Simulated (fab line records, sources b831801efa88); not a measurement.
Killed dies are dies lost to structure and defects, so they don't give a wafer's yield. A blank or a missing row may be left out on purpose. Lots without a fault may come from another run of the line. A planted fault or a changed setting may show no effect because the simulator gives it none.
One fault seen from 2 desks | flow gf180mcu | each desk has only its own numbers; what lay behind them comes last

THE METROLOGY DESK
What the gauges read, lot by lot, whatever tool the lot ran on: means of the sampled wafers that have a number. A lot is out of limits, marked OUT, if its mean lies more than 4 standard deviations from the usual mean; the brackets give that distance.
Columns: A = TOP_METAL_ALCU_RS at GF_TOP_METAL_RS_MEAS_05, usual 0.0329 ohm/sq; B = TOP_METAL_ALCU_THK at GF_TOP_METAL_THK_MEAS_06, usual 898 nm
lot  | first seen here | A      | B
L888 | day 27 11:19    | 0.0331 | 898
L889 | day 27 20:02    | 0.0324 | 904
L892 | day 28 19:53    | 0.0330 | 897
L906 | day 32 11:38    | 0.0325 | 909
L908 | day 32 21:36    | 0.0329 | 902
L910 | day 33 11:02    | 0.0328 | 899
This desk's finding: nothing out of limits on any of the 6 lots.

THE TOOL OWNER'S DESK: iline_stepper-02
The tool's own readings at GF_TOP_METAL_EXPOSE_11 (exposes mask MetalTop, target cd 440 nm): means of the sampled wafers that have a number, for each lot that ran on this tool. A lot is out of limits, marked OUT, if its mean lies more than 4 standard deviations from the usual mean; the brackets give that distance.
Columns: A = exposure_dose_mJ_cm2 at GF_TOP_METAL_EXPOSE_11, usual 171.0; B = reticle_temp_C at GF_TOP_METAL_EXPOSE_11, usual 23.02 C
lot  | first seen here | A                | B
L889 | day 28 06:29    | 171.5            | 23.10
L892 | day 29 05:31    | 171.6            | 22.91
L906 | day 32 19:42    | 175.2 (+4.9) OUT | 22.88
L908 | day 33 05:29    | 174.5 (+4.1) OUT | 22.98
This desk's finding: out of limits on L906, L908; first on L906, day 32 19:42 (exposure_dose_mJ_cm2 at GF_TOP_METAL_EXPOSE_11). In limits: L889, L892.

PUT TOGETHER
The tool owner's desk could have raised an alarm at day 32 19:42, on L906, L908.
The metrology desk saw nothing out of limits.
The metrology desk has L906, L908 on record, within its limits.
Of the lots named, all ran GF_TOP_METAL_EXPOSE_11 on iline_stepper-02.

WHAT THE SIMULATOR HAD PUT IN
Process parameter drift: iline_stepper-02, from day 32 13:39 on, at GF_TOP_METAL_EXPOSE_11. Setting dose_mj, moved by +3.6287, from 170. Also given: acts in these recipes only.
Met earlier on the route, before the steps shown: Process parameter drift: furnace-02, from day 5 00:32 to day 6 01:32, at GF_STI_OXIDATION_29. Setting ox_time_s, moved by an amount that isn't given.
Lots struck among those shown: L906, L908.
Hours from the fault's start to each desk's first reading out of limits: the tool owner's desk, 6.
